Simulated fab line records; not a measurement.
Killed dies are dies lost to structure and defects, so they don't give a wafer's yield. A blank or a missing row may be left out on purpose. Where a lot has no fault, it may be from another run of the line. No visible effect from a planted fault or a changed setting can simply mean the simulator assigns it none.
fab line records / flow sky130
record lots=5 wafers=15 last-day=49
route steps=708 shown RES_PROTECT@206 POLY_GATE@213 LDD_N@237 LDD_LDN@303 POLY_CUT@318 PAD_OPEN@708
lots that met no fault: from a run of the same line without faults
start-h: hours from the record's first day to the start of the lot's first wafer shown / wait-h: time in hours since the lot's previous step / " the same as in the row above / L1.1+2: a single row standing in for several wafers / - no value present, or no start provided / * or withheld: withheld / < > ~ a bound
route shown NAME@n: names a module that has steps shown in the file, with the first one's number in the route / usual: mean/standard deviation of fault-free wafers / same: alike in all rows / chamber/n: place in a boat / sites: readings site by site / _std_site: how widely they spread, as a standard deviation / _edge_site: the outer-site mean with the inner-site mean subtracted / radius-mm: for every site, how far away it sits from the centre of the wafer / mask NAME#n: copy n / behind: the last tool/chamber to shape the wafer / hold: what put the lot on hold/how long, in hours/how the hold closed / device: which transistor (n, p or np) failed to switch / end of line: at the end of the route, the tests of the same wafers / a step given without rows: its recipe and nothing more / killed: the dies lost at the first sort to structure and to defects; this is not the yield of the wafer / map: dies across one wafer; x = killed, . = not, _ = none there
set.NAME: the run value of the setting; set.NAME@STEP: its run value at that earlier step / model.NAME: the simulator's own value behind a step, which no gauge read
lots at selected steps of the route; one table per step, one row per wafer
services: when a tool's chamber went out of use (start-h, in hours from the record's first day, below 0 if earlier), for how many hours, and the reason
## steps
# step SKY_RES_PROTECT_DEHYDRATE_00
# recipe temp-c=200 time-s=60
# step SKY_RES_PROTECT_HMDS_01
# recipe prime-time-s=60 prime-temp-c=120
# step SKY_RES_PROTECT_COAT_02
# recipe resist=NOVOLAK spin-rpm=3000 resist-thk-nm=1140
# step SKY_RES_PROTECT_SOFTBAKE_03
# recipe temp-c=90 time-s=60 resist=NOVOLAK
# step SKY_RES_PROTECT_EXPOSE_04
# recipe mask-id=RPM na=0.6 source-shape=conventional sigma-outer=0.6 polarization=unpolarized target-cd-nm=1270 dose-mj=131
# step SKY_RES_PROTECT_PEB_05
# recipe temp-c=withheld time-s=* resist=NOVOLAK
# step SKY_RES_PROTECT_DEVELOP_06
# recipe resist=NOVOLAK developer=TMAH develop-time-s=60 dev-temp-c=23
# step SKY_POLY_GATE_IMPLANT_02
# recipe species=P energy-kev=30 dose-cm2=7.7e+15 tilt-deg=0
# step SKY_RES_PROTECT_STRIP_07
# recipe chemistry=O2/N2 power-w=1400 pressure-mtorr=1500 platen-temp-c=withheld o2-flow-sccm=3000 n2-flow-sccm=300 overash-fraction=0.5
# step SKY_RES_PROTECT_CLEAN_09
# recipe chemistry=SC1/SC2 mix=1:4:20 temp-c=70 time-s=150 dry=n2-spin
# step SKY_POLY_GATE_CVD_03
# recipe material=Si3N4 precursor=DCS/NH3 target-thk-nm=75 temp-c=770 time-s=1290 pressure-mtorr=250
lot.wafer=L320.1 tool=lpcvd-02 chamber=0 start-h=399.69 wait-h=0.4 model.Si3N4_of_POLY_GATE_CVD_03.thk-nm=73.97
lot.wafer=L320.2 tool=lpcvd-02 chamber=0 start-h=399.69 wait-h=0.4 model.Si3N4_of_POLY_GATE_CVD_03.thk-nm=74.6
lot.wafer=L320.3 tool=lpcvd-02 chamber=0 start-h=399.69 wait-h=0.4 model.Si3N4_of_POLY_GATE_CVD_03.thk-nm=74.04
lot.wafer=L322.1 tool=lpcvd-02 chamber=1 start-h=408.49 wait-h=0.7 model.Si3N4_of_POLY_GATE_CVD_03.thk-nm=55.53
lot.wafer=L322.4 tool=lpcvd-02 chamber=1 start-h=408.49 wait-h=0.7 model.Si3N4_of_POLY_GATE_CVD_03.thk-nm=55.56
lot.wafer=L322.6 tool=lpcvd-02 chamber=1 start-h=408.49 wait-h=0.7 model.Si3N4_of_POLY_GATE_CVD_03.thk-nm=54.86
lot.wafer=L323.1 tool=lpcvd-02 chamber=0 start-h=412.93 wait-h=0.0 model.Si3N4_of_POLY_GATE_CVD_03.thk-nm=54.96
lot.wafer=L323.3 tool=lpcvd-02 chamber=0 start-h=412.93 wait-h=0.0 model.Si3N4_of_POLY_GATE_CVD_03.thk-nm=54.93
lot.wafer=L323.5 tool=lpcvd-02 chamber=0 start-h=412.93 wait-h=0.0 model.Si3N4_of_POLY_GATE_CVD_03.thk-nm=55.28
lot.wafer=L324.2 tool=lpcvd-02 chamber=1 start-h=421.32 wait-h=2.7 model.Si3N4_of_POLY_GATE_CVD_03.thk-nm=55.5
lot.wafer=L324.5 tool=lpcvd-02 chamber=1 start-h=421.32 wait-h=2.7 model.Si3N4_of_POLY_GATE_CVD_03.thk-nm=54.63
lot.wafer=L324.6 tool=lpcvd-02 chamber=1 start-h=421.32 wait-h=2.7 model.Si3N4_of_POLY_GATE_CVD_03.thk-nm=54.66
lot.wafer=L335.1 tool=lpcvd-02 chamber=1 start-h=519.70 wait-h=0.0 model.Si3N4_of_POLY_GATE_CVD_03.thk-nm=74.94
lot.wafer=L335.5 tool=lpcvd-02 chamber=1 start-h=519.70 wait-h=0.0 model.Si3N4_of_POLY_GATE_CVD_03.thk-nm=75.33
lot.wafer=L335.6 tool=lpcvd-02 chamber=1 start-h=519.70 wait-h=0.0 model.Si3N4_of_POLY_GATE_CVD_03.thk-nm=74.65
# step SKY_POLY_GATE_THK_MEAS_04
# recipe reads=Si3N4_of_POLY_GATE_CVD_03
# usual POLY_GATE_CVD_03_THK=74.8/0.68
lot.wafer=L320.1 tool=film-metro-02 chamber=- start-h=401.05 wait-h=0.0 POLY_GATE_CVD_03_THK[nm]=74.0
lot.wafer=L320.2 tool=film-metro-02 chamber=- start-h=401.05 wait-h=0.0 POLY_GATE_CVD_03_THK[nm]=74.6
lot.wafer=L320.3 tool=film-metro-02 chamber=- start-h=401.05 wait-h=0.0 POLY_GATE_CVD_03_THK[nm]=74.0
lot.wafer=L322.1 tool=film-metro-02 chamber=- start-h=409.85 wait-h=0.0 POLY_GATE_CVD_03_THK[nm]=55.5
lot.wafer=L322.4 tool=film-metro-02 chamber=- start-h=409.85 wait-h=0.0 POLY_GATE_CVD_03_THK[nm]=55.5
lot.wafer=L322.6 tool=film-metro-02 chamber=- start-h=409.85 wait-h=0.0 POLY_GATE_CVD_03_THK[nm]=54.9
lot.wafer=L323.1 tool=film-metro-01 chamber=- start-h=414.29 wait-h=0.0 POLY_GATE_CVD_03_THK[nm]=54.9
lot.wafer=L323.3 tool=film-metro-01 chamber=- start-h=414.29 wait-h=0.0 POLY_GATE_CVD_03_THK[nm]=54.9
lot.wafer=L323.5 tool=film-metro-01 chamber=- start-h=414.29 wait-h=0.0 POLY_GATE_CVD_03_THK[nm]=55.3
lot.wafer=L324.2 tool=film-metro-01 chamber=- start-h=422.69 wait-h=0.0 POLY_GATE_CVD_03_THK[nm]=55.5
lot.wafer=L324.5 tool=film-metro-01 chamber=- start-h=422.69 wait-h=0.0 POLY_GATE_CVD_03_THK[nm]=54.6
lot.wafer=L324.6 tool=film-metro-01 chamber=- start-h=422.69 wait-h=0.0 POLY_GATE_CVD_03_THK[nm]=54.7
lot.wafer=L335.1 tool=film-metro-04 chamber=- start-h=521.06 wait-h=0.0 POLY_GATE_CVD_03_THK[nm]=75.0
lot.wafer=L335.5 tool=film-metro-04 chamber=- start-h=521.06 wait-h=0.0 POLY_GATE_CVD_03_THK[nm]=75.4
lot.wafer=L335.6 tool=film-metro-04 chamber=- start-h=521.06 wait-h=0.0 POLY_GATE_CVD_03_THK[nm]=74.7
# step SKY_POLY_GATE_DEHYDRATE_05
# recipe temp-c=200 time-s=60
# step SKY_POLY_GATE_HMDS_06
# recipe prime-time-s=60 prime-temp-c=120
# step SKY_POLY_GATE_COAT_07
# recipe resist=BARC temp-c=withheld time-s=withheld spin-rpm=3000 resist-thk-nm=110
# step SKY_POLY_GATE_COAT_08
# recipe resist=KrF-thick spin-rpm=3000 resist-thk-nm=450
# step SKY_POLY_GATE_SOFTBAKE_09
# recipe temp-c=100 time-s=90 resist=KrF-thick
# step SKY_POLY_GATE_EXPOSE_10
# recipe mask-id=P1M na=0.68 source-shape=conventional sigma-outer=0.6 target-cd-nm=150 dose-mj=28
# step SKY_POLY_GATE_PEB_11
# recipe peb-temp-c=withheld peb-time-s=withheld resist=KrF-thick
# step SKY_POLY_GATE_DEVELOP_12
# recipe develop-time-s=60 resist=KrF-thick dev-temp-c=21
# step SKY_POLY_GATE_ETCH_15
# recipe chemistry=N2/H2 target=BARC ion-energy-ev=200 source-w=500 bias-w=100 pressure-mtorr=30 n2-flow-sccm=100 h2-flow-sccm=200 stop-on=SiO2 time-s=118.5 target-depth-a=1100
# step SKY_POLY_GATE_ETCH_16
# recipe stop-on=poly-Si chemistry=CH3F/O2 target=Si3N4 source-w=400 bias-w=80 pressure-mtorr=25 ch3f-flow-sccm=40 O2_flow_sccm=30 time-s=147.5 target-depth-a=750
# usual O2_flow_sccm=30.00/0.09 drypump-motor-current-A=5.4/0.39 oes-product-au=0.639/0.0052 throttle-valve-pct=10.535/0.0087
lot.wafer=L320.1 tool=rie-diel-02 chamber=1 start-h=431.93 wait-h=0.0 O2_flow_sccm=29.93 drypump-motor-current-A=5.8 oes-product-au=0.637 rf-hours-counter-h=58 throttle-valve-pct=10.539 model.etch.depth-nm=73.97
lot.wafer=L320.2 tool=rie-diel-02 chamber=0 start-h=431.93 wait-h=0.0 O2_flow_sccm=29.96 drypump-motor-current-A=5.2 oes-product-au=0.641 rf-hours-counter-h=4 throttle-valve-pct=10.538 model.etch.depth-nm=74.6
lot.wafer=L320.3 tool=rie-diel-02 chamber=2 start-h=431.93 wait-h=0.0 O2_flow_sccm=29.79 drypump-motor-current-A=5.2 oes-product-au=0.640 rf-hours-counter-h=96 throttle-valve-pct=10.536 model.etch.depth-nm=74.04
lot.wafer=L322.1 tool=rie-diel-04 chamber=0 start-h=441.13 wait-h=0.0 O2_flow_sccm=30.15 drypump-motor-current-A=6.2 oes-product-au=0.572 rf-hours-counter-h=22 throttle-valve-pct=10.538 model.etch.depth-nm=55.53
lot.wafer=L322.4 tool=rie-diel-04 chamber=2 start-h=441.13 wait-h=0.0 O2_flow_sccm=29.97 drypump-motor-current-A=6.4 oes-product-au=0.567 rf-hours-counter-h=11 throttle-valve-pct=10.503 model.etch.depth-nm=55.56
lot.wafer=L322.6 tool=rie-diel-04 chamber=3 start-h=441.13 wait-h=0.0 O2_flow_sccm=30.11 drypump-motor-current-A=5.8 oes-product-au=0.571 rf-hours-counter-h=- throttle-valve-pct=10.537 model.etch.depth-nm=54.86
lot.wafer=L323.1 tool=rie-diel-03 chamber=1 start-h=445.33 wait-h=0.0 O2_flow_sccm=29.90 drypump-motor-current-A=5.0 oes-product-au=0.569 rf-hours-counter-h=11 throttle-valve-pct=10.532 model.etch.depth-nm=54.96
lot.wafer=L323.3 tool=rie-diel-03 chamber=2 start-h=445.33 wait-h=0.0 O2_flow_sccm=30.00 drypump-motor-current-A=5.7 oes-product-au=0.558 rf-hours-counter-h=3 throttle-valve-pct=10.516 model.etch.depth-nm=54.93
lot.wafer=L323.5 tool=rie-diel-03 chamber=2 start-h=445.33 wait-h=0.0 O2_flow_sccm=29.89 drypump-motor-current-A=5.7 oes-product-au=0.566 rf-hours-counter-h=- throttle-valve-pct=10.545 model.etch.depth-nm=55.28
lot.wafer=L324.2 tool=rie-diel-04 chamber=1 start-h=452.83 wait-h=0.0 O2_flow_sccm=30.00 drypump-motor-current-A=5.6 oes-product-au=0.577 rf-hours-counter-h=86 throttle-valve-pct=10.525 model.etch.depth-nm=55.5
lot.wafer=L324.5 tool=rie-diel-04 chamber=3 start-h=452.83 wait-h=0.0 O2_flow_sccm=29.87 drypump-motor-current-A=5.9 oes-product-au=0.566 rf-hours-counter-h=- throttle-valve-pct=10.538 model.etch.depth-nm=54.63
lot.wafer=L324.6 tool=rie-diel-04 chamber=0 start-h=452.83 wait-h=0.0 O2_flow_sccm=30.00 drypump-motor-current-A=6.2 oes-product-au=0.574 rf-hours-counter-h=- throttle-valve-pct=10.543 model.etch.depth-nm=54.66
lot.wafer=L335.1 tool=rie-diel-02 chamber=3 start-h=551.78 wait-h=0.0 O2_flow_sccm=30.01 drypump-motor-current-A=5.1 oes-product-au=0.646 rf-hours-counter-h=5 throttle-valve-pct=10.552 model.etch.depth-nm=74.94
lot.wafer=L335.5 tool=rie-diel-02 chamber=1 start-h=551.78 wait-h=0.0 O2_flow_sccm=29.98 drypump-motor-current-A=5.7 oes-product-au=0.631 rf-hours-counter-h=- throttle-valve-pct=10.530 model.etch.depth-nm=75.33
lot.wafer=L335.6 tool=rie-diel-02 chamber=2 start-h=551.78 wait-h=0.0 O2_flow_sccm=29.90 drypump-motor-current-A=5.2 oes-product-au=0.633 rf-hours-counter-h=- throttle-valve-pct=10.525 model.etch.depth-nm=74.65
# step SKY_POLY_GATE_ETCH_17
# recipe target-depth-nm=180 stop-on=SiO2 over-etch-frac=0.56667 chemistry=HBr/Cl2 target=poly-Si icp-w=400 bias-w=100 pressure-mtorr=10 HBr_flow_sccm=150 Cl2_flow_sccm=50 time-s=70.5
# step SKY_POLY_GATE_STRIP_18
# recipe chemistry=O2/N2 power-w=1400 pressure-mtorr=1500 platen-temp-c=withheld o2-flow-sccm=3000 n2-flow-sccm=300 overash-fraction=0.5
# step SKY_POLY_GATE_CLEAN_19
# recipe chemistry=SC1/SC2 mix=1:4:20 temp-c=70 time-s=150 dry=n2-spin
# step SKY_POLY_GATE_OXIDATION_20
# recipe temp-c=850 ambient=O2 stabilise-s=600 purge-s=300 target-thk-a=40 ox-time-s=899
# step SKY_LDD_N_DEHYDRATE_00
# recipe temp-c=200 time-s=60
# step SKY_LDD_N_HMDS_01
# recipe prime-time-s=60 prime-temp-c=120
# step SKY_LDD_N_COAT_02
# recipe resist=NOVOLAK spin-rpm=3000 resist-thk-nm=300
# step SKY_LDD_N_SOFTBAKE_03
# recipe temp-c=90 time-s=60 resist=NOVOLAK
# step SKY_LDD_N_EXPOSE_04
# recipe mask-id=NTM target-cd-nm=840 na=0.6 source-shape=conventional sigma-outer=0.6 dose-mj=110
# step SKY_LDD_N_PEB_05
# recipe temp-c=withheld time-s=* resist=NOVOLAK
# step SKY_LDD_N_DEVELOP_06
# recipe develop-time-s=60 dev-temp-c=23
# step SKY_LDD_N_IMPLANT_08
# recipe species=As energy-kev=20 dose-cm2=7.5e+13 tilt-deg=withheld rotation-deg=23
# step SKY_LDD_N_IMPLANT_09
# recipe species=As energy-kev=20 dose-cm2=7.5e+13 tilt-deg=withheld rotation-deg=113
# step SKY_LDD_LDN_CLEAN_14
# recipe chemistry=SC1/SC2 mix=1:4:20 temp-c=70 time-s=150 dry=n2-spin
lot.wafer=L320.1 tool=wet-bench-03 chamber=2 start-h=595.94 wait-h=0.1 model.Si3N4_of_POLY_GATE_CVD_03.thk-nm=73.83
lot.wafer=L320.2 tool=wet-bench-03 chamber=2 start-h=595.94 wait-h=0.1 model.Si3N4_of_POLY_GATE_CVD_03.thk-nm=74.46
lot.wafer=L320.3 tool=wet-bench-03 chamber=2 start-h=595.94 wait-h=0.1 model.Si3N4_of_POLY_GATE_CVD_03.thk-nm=73.9
lot.wafer=L322.1 tool=wet-bench-01 chamber=2 start-h=598.31 wait-h=0.1 model.Si3N4_of_POLY_GATE_CVD_03.thk-nm=55.39
lot.wafer=L322.4 tool=wet-bench-01 chamber=2 start-h=598.31 wait-h=0.1 model.Si3N4_of_POLY_GATE_CVD_03.thk-nm=55.43
lot.wafer=L322.6 tool=wet-bench-01 chamber=2 start-h=598.31 wait-h=0.1 model.Si3N4_of_POLY_GATE_CVD_03.thk-nm=54.73
lot.wafer=L323.1 tool=wet-bench-04 chamber=1 start-h=602.41 wait-h=0.1 model.Si3N4_of_POLY_GATE_CVD_03.thk-nm=54.82
lot.wafer=L323.3 tool=wet-bench-04 chamber=1 start-h=602.41 wait-h=0.1 model.Si3N4_of_POLY_GATE_CVD_03.thk-nm=54.79
lot.wafer=L323.5 tool=wet-bench-04 chamber=1 start-h=602.41 wait-h=0.1 model.Si3N4_of_POLY_GATE_CVD_03.thk-nm=55.14
lot.wafer=L324.2 tool=wet-bench-01 chamber=0 start-h=606.64 wait-h=0.0 model.Si3N4_of_POLY_GATE_CVD_03.thk-nm=55.37
lot.wafer=L324.5 tool=wet-bench-01 chamber=0 start-h=606.64 wait-h=0.0 model.Si3N4_of_POLY_GATE_CVD_03.thk-nm=54.5
lot.wafer=L324.6 tool=wet-bench-01 chamber=0 start-h=606.64 wait-h=0.0 model.Si3N4_of_POLY_GATE_CVD_03.thk-nm=54.53
lot.wafer=L335.1 tool=wet-bench-04 chamber=3 start-h=697.69 wait-h=0.1 model.Si3N4_of_POLY_GATE_CVD_03.thk-nm=74.8
lot.wafer=L335.5 tool=wet-bench-04 chamber=3 start-h=697.69 wait-h=0.1 model.Si3N4_of_POLY_GATE_CVD_03.thk-nm=75.2
lot.wafer=L335.6 tool=wet-bench-04 chamber=3 start-h=697.69 wait-h=0.1 model.Si3N4_of_POLY_GATE_CVD_03.thk-nm=74.51
# step SKY_POLY_CUT_ETCH_11
# recipe target=Si3N4 chemistry=CF4/CH2F2/Ar stop-on=poly-Si source-w=600 bias-w=150 pressure-mtorr=40 cf4-flow-sccm=40 ch2f2-flow-sccm=20 Ar_flow_sccm=150 time-s=42.5 target-depth-a=600
# usual cf4-flow-sccm=40.00/0.12 drypump-motor-current-A=5.7/0.48 oes-product-au=0.827/0.0069 throttle-valve-pct=14.995/0.0085
lot.wafer=L320.1 tool=rie-diel-04 chamber=1 start-h=626.84 wait-h=0.0 cf4-flow-sccm=39.89 drypump-motor-current-A=5.6 oes-product-au=0.818 rf-hours-counter-h=2 throttle-valve-pct=15.003 model.etch.depth-nm=61.1 model.POLY_CUT.feature-depth-nm=61.1
lot.wafer=L320.2 tool=rie-diel-04 chamber=2 start-h=626.84 wait-h=0.0 cf4-flow-sccm=40.14 drypump-motor-current-A=6.4 oes-product-au=0.825 rf-hours-counter-h=14 throttle-valve-pct=15.004 model.etch.depth-nm=61.62 model.POLY_CUT.feature-depth-nm=61.62
lot.wafer=L320.3 tool=rie-diel-04 chamber=0 start-h=626.84 wait-h=0.0 cf4-flow-sccm=39.79 drypump-motor-current-A=6.2 oes-product-au=0.824 rf-hours-counter-h=26 throttle-valve-pct=14.988 model.etch.depth-nm=61.2 model.POLY_CUT.feature-depth-nm=61.2
lot.wafer=L322.1 tool=rie-diel-03 chamber=3 start-h=630.89 wait-h=0.0 cf4-flow-sccm=39.97 drypump-motor-current-A=5.2 oes-product-au=0.715 rf-hours-counter-h=4 throttle-valve-pct=14.981 model.etch.depth-nm=45.67 model.POLY_CUT.feature-depth-nm=45.67
lot.wafer=L322.4 tool=rie-diel-03 chamber=1 start-h=630.89 wait-h=0.0 cf4-flow-sccm=40.24 drypump-motor-current-A=5.0 oes-product-au=0.722 rf-hours-counter-h=15 throttle-valve-pct=14.967 model.etch.depth-nm=45.68 model.POLY_CUT.feature-depth-nm=45.68
lot.wafer=L322.6 tool=rie-diel-03 chamber=1 start-h=630.89 wait-h=0.0 cf4-flow-sccm=40.17 drypump-motor-current-A=5.0 oes-product-au=0.710 rf-hours-counter-h=- throttle-valve-pct=14.986 model.etch.depth-nm=45.05 model.POLY_CUT.feature-depth-nm=45.05
lot.wafer=L323.1 tool=rie-diel-01 chamber=3 start-h=634.94 wait-h=0.0 cf4-flow-sccm=40.17 drypump-motor-current-A=5.8 oes-product-au=0.709 rf-hours-counter-h=12 throttle-valve-pct=14.976 model.etch.depth-nm=45.11 model.POLY_CUT.feature-depth-nm=45.11
lot.wafer=L323.3 tool=rie-diel-01 chamber=1 start-h=634.94 wait-h=0.0 cf4-flow-sccm=40.03 drypump-motor-current-A=5.2 oes-product-au=0.712 rf-hours-counter-h=3 throttle-valve-pct=14.990 model.etch.depth-nm=45.11 model.POLY_CUT.feature-depth-nm=45.11
lot.wafer=L323.5 tool=rie-diel-01 chamber=0 start-h=634.94 wait-h=0.0 cf4-flow-sccm=39.94 drypump-motor-current-A=6.5 oes-product-au=0.704 rf-hours-counter-h=- throttle-valve-pct=14.981 model.etch.depth-nm=45.35 model.POLY_CUT.feature-depth-nm=45.35
lot.wafer=L324.2 tool=rie-diel-04 chamber=3 start-h=640.29 wait-h=0.0 cf4-flow-sccm=40.13 drypump-motor-current-A=5.9 oes-product-au=0.721 rf-hours-counter-h=20 throttle-valve-pct=14.974 model.etch.depth-nm=45.44 model.POLY_CUT.feature-depth-nm=45.44
lot.wafer=L324.5 tool=rie-diel-04 chamber=0 start-h=640.29 wait-h=0.0 cf4-flow-sccm=39.74 drypump-motor-current-A=6.2 oes-product-au=0.705 rf-hours-counter-h=- throttle-valve-pct=14.989 model.etch.depth-nm=44.99 model.POLY_CUT.feature-depth-nm=44.99
lot.wafer=L324.6 tool=rie-diel-04 chamber=3 start-h=640.29 wait-h=0.0 cf4-flow-sccm=39.86 drypump-motor-current-A=5.8 oes-product-au=0.702 rf-hours-counter-h=- throttle-valve-pct=14.974 model.etch.depth-nm=44.8 model.POLY_CUT.feature-depth-nm=44.8
lot.wafer=L335.1 tool=rie-diel-04 chamber=3 start-h=724.54 wait-h=0.0 cf4-flow-sccm=40.14 drypump-motor-current-A=5.8 oes-product-au=0.834 rf-hours-counter-h=23 throttle-valve-pct=15.002 model.etch.depth-nm=61.87 model.POLY_CUT.feature-depth-nm=61.87
lot.wafer=L335.5 tool=rie-diel-04 chamber=3 start-h=724.54 wait-h=0.0 cf4-flow-sccm=39.89 drypump-motor-current-A=5.8 oes-product-au=0.824 rf-hours-counter-h=- throttle-valve-pct=15.000 model.etch.depth-nm=62.11 model.POLY_CUT.feature-depth-nm=62.11
lot.wafer=L335.6 tool=rie-diel-04 chamber=2 start-h=724.54 wait-h=0.0 cf4-flow-sccm=40.00 drypump-motor-current-A=6.4 oes-product-au=0.832 rf-hours-counter-h=- throttle-valve-pct=15.009 model.etch.depth-nm=61.7 model.POLY_CUT.feature-depth-nm=61.7
# step SKY_PAD_OPEN_PROBE_99
# usual killed_at_M0_to_M3=43/6.8 killed_at_M4_up=2.9/1.7 killed-at-contacts=24/5.4 killed-at-front-end=15/4.8 killed-at-other=0.3/0.57 killed-dies=85/9.4 killed-open=47/7.5 killed-short=38/5.7
# same gross-dies=492 killed-at-back-side=0
lot.wafer=L323.1 tool=prober-01 chamber=- start-h=1120.67 wait-h=0.1 killed_at_M0_to_M3=36 killed_at_M4_up=4 killed-at-contacts=20 killed-at-front-end=18 killed-at-other=1 killed-dies=79 killed-open=44 killed-short=35
lot.wafer=L323.3 tool=prober-01 chamber=- start-h=1120.77 wait-h=0.2 killed_at_M0_to_M3=62 killed_at_M4_up=3 killed-at-contacts=19 killed-at-front-end=10 killed-at-other=0 killed-dies=94 killed-open=54 killed-short=40
lot.wafer=L323.5 tool=prober-01 chamber=- start-h=1120.87 wait-h=0.2 killed_at_M0_to_M3=41 killed_at_M4_up=0 killed-at-contacts=21 killed-at-front-end=15 killed-at-other=0 killed-dies=77 killed-open=41 killed-short=36
# killed by level:class
L323.1 CONTACT:geometric-particle:open=8 VIA1:geometric-particle:open=7 VIA2:geometric-particle:open=7 LOCAL_INTERCONNECT:geometric-particle:short=6 FIELD_ISO:geometric-particle:short=5 VIA1:geometric-particle:short=5 POLY_GATE:geometric-particle:short=4 POLY_GATE:geometric-particle:open=4
L323.3 VIA2:geometric-particle:open=14 VIA3:geometric-particle:open=10 VIA1:geometric-particle:open=9 METAL2:geometric-particle:short=7 LI_CONTACT:geometric-particle:open=6 CONTACT:geometric-particle:short=5 CONTACT:geometric-particle:open=5 VIA2:geometric-particle:short=5
L323.5 VIA1:geometric-particle:open=7 VIA3:geometric-particle:open=6 METAL2:geometric-particle:short=6 POLY_GATE:geometric-particle:open=5 LI_CONTACT:geometric-particle:short=5 CONTACT:geometric-particle:open=5 VIA2:geometric-particle:open=5 LI_CONTACT:geometric-particle:open=4
## services
tool=rie-diel-04 chamber=0 start-h=376.34 hours=15.0 kind=repair
tool=rie-diel-04 chamber=1 start-h=379.94 hours=3.3 kind=repair
tool=rie-diel-04 chamber=1 start-h=417.82 hours=13.7 kind=repair
tool=rie-diel-02 chamber=1 start-h=423.65 hours=6.2 kind=repair
tool=rie-diel-02 chamber=0 start-h=441.25 hours=2.9 kind=repair
tool=rie-diel-04 chamber=2 start-h=441.26 hours=23.3 kind=repair
tool=lpcvd-02 chamber=- start-h=455.87 hours=0.6 kind=repair
tool=wet-bench-01 chamber=- start-h=464.33 hours=1.9 kind=pm
tool=lpcvd-02 chamber=- start-h=464.55 hours=2.8 kind=pm
tool=rie-diel-02 chamber=1 start-h=468.34 hours=8.6 kind=repair
tool=rie-diel-04 chamber=1 start-h=497.03 hours=3.4 kind=repair
tool=rie-diel-04 chamber=1 start-h=509.55 hours=11.2 kind=repair
tool=rie-diel-04 chamber=- start-h=519.20 hours=0.2 kind=repair
tool=lpcvd-02 chamber=- start-h=536.78 hours=1.5 kind=repair
tool=rie-diel-02 chamber=- start-h=567.84 hours=0.4 kind=repair
tool=lpcvd-02 chamber=- start-h=577.08 hours=1.0 kind=repair
tool=rie-diel-02 chamber=- start-h=586.43 hours=15.6 kind=pm
tool=rie-diel-04 chamber=3 start-h=630.77 hours=3.3 kind=repair
tool=rie-diel-02 chamber=1 start-h=643.25 hours=7.2 kind=repair
tool=wet-bench-04 chamber=- start-h=645.71 hours=1.2 kind=repair
tool=rie-diel-02 chamber=- start-h=673.37 hours=0.8 kind=repair
tool=rie-diel-03 chamber=3 start-h=705.84 hours=4.0 kind=repair
tool=rie-diel-02 chamber=- start-h=718.98 hours=2.8 kind=pm
tool=wet-bench-04 chamber=- start-h=721.65 hours=0.9 kind=repair
## key
first-sign step=SKY_POLY_GATE_THK_MEAS_04 reading=POLY_GATE_CVD_03_THK direction=down sigmas=29 usual=74.8 struck=55.1
effect step=SKY_POLY_GATE_ETCH_16 reading=oes-product-au direction=down sigmas=14 usual=0.639 struck=0.569
effect step=SKY_POLY_CUT_ETCH_11 reading=oes-product-au direction=down sigmas=17 usual=0.827 struck=0.711
model-effect step=SKY_POLY_GATE_CVD_03 value=Si3N4_of_POLY_GATE_CVD_03.thk-nm without=74.31 struck=55.1
model-effect step=SKY_POLY_GATE_ETCH_16 value=etch.depth-nm without=74.31 struck=55.1
model-effect step=SKY_LDD_LDN_CLEAN_14 value=Si3N4_of_POLY_GATE_CVD_03.thk-nm without=74.18 struck=54.97
model-effect step=SKY_POLY_CUT_ETCH_11 value=etch.depth-nm without=61.06 struck=45.24
met-at SKY_POLY_GATE_CVD_03
struck-wafers L322.1,L322.4,L322.6,L323.1,L323.3,L323.5,L324.2,L324.5,L324.6
tester-left-out L322,L323,L324
onset-between 399.69 408.49
fault kind=process-parameter-drift tool=lpcvd-02 chamber=- onset-h=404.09 steps=SKY_POLY_GATE_CVD_03 channel=target-thk-nm offset=-19.211 shape=step end-h=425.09 acts-in=these-recipes-only stated=75
# tester-left-out: of these lots the tester's yield and bins aren't shown, on N5 and GAA mostly nor the transistor test; their killed dies are dies lost to structure and defects alone, not to doping, threshold or leakage, so they don't give the yield
